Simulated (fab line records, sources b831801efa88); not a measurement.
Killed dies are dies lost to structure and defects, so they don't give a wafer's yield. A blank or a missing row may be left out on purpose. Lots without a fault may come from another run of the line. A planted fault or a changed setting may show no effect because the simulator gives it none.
Which tool did it? | flow sky130 | 10 lots, 30 wafers sampled, at 2 steps of a route of 708

WHAT THE GAUGES READ, wafer by wafer
SKY_VIA4_RS_MEAS_19: measures by four-point-probe.
lot  | measured     | on            | VIA4_W_RS (ohm/sq)
L712 | day 42 14:10 | film_metro-01 | 0.233 0.231 0.227
L714 | day 43 04:09 | film_metro-01 | 0.229 0.223 0.224
L718 | day 44 09:21 | film_metro-01 | 0.230 0.227 0.226
L719 | day 44 20:53 | film_metro-03 | 0.230 0.227 0.228
L720 | day 45 13:09 | film_metro-03 | 0.223 0.224 0.226
L724 | day 46 09:02 | film_metro-03 | 0.228 0.228 0.229
L725 | day 46 10:02 | film_metro-04 | 0.228 0.223 0.225
L726 | day 46 12:02 | film_metro-03 | 0.301 0.298 0.228
L730 | day 47 19:15 | film_metro-04 | 0.222 0.221 0.231
L733 | day 48 02:38 | film_metro-04 | 0.301 0.231 0.301

WHICH TOOL RAN EACH LOT (tool, then ch and the chambers of the sampled wafers, then the start)
lot  | SKY_VIA4_CVD_18
L712 | cvd_w-02 ch 0,1, day 42 14:00
L714 | cvd_w-02 ch 0,1, day 43 04:01
L718 | cvd_w-02 ch 0,1, day 44 09:12
L719 | cvd_w-02 ch 0,1, day 44 20:44
L720 | cvd_w-02 ch 1, day 45 13:00
L724 | cvd_w-02 ch 1, day 46 08:52
L725 | cvd_w-02 ch 0,1, day 46 09:54
L726 | cvd_w-02 ch 0,1, day 46 11:52
L730 | cvd_w-01 ch 0,1, day 47 19:04
L733 | cvd_w-02 ch 0,1, day 48 02:28
- SKY_VIA4_CVD_18: deposits W, target thk 505 nm, time 152.14 s.

THE ANSWER, worked out from the rows above alone
Rule: what is usual is taken from the lots themselves. Put in order of their means at a reading, lots are off if they are a third of the lots or fewer, leave a main group of 4 or more, and stand apart from it by a gap of 3 or more times the standard deviation of the main group's means; of several such gaps the widest counts. A main group whose means are all the same, to the digits that the tables above print for the reading, isn't used. A lot without any number at a reading at which 4 lots or more have one is off too. The other lots that the step has rows for count as sound.
Off: L726, L733, at SKY_VIA4_RS_MEAS_19 (VIA4_W_RS). The main group: mean 0.227 ohm/sq, standard deviation 0.002.
A tool fits if, at a process step before that reading, it ran every lot that is off, and no sound lot after the first of them. The gauges at SKY_VIA4_RS_MEAS_19 are tried like those tools. One fits: cvd_w-02 at SKY_VIA4_CVD_18. Its last sound lot is L725 (day 46 09:54), its first lot that is off L726 (day 46 11:52): a fault that began between those two fits.

WHAT THE SIMULATOR HAD PUT IN
Process parameter drift: cvd_w-02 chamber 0, from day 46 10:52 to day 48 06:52, at SKY_VIA4_CVD_18. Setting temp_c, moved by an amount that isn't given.
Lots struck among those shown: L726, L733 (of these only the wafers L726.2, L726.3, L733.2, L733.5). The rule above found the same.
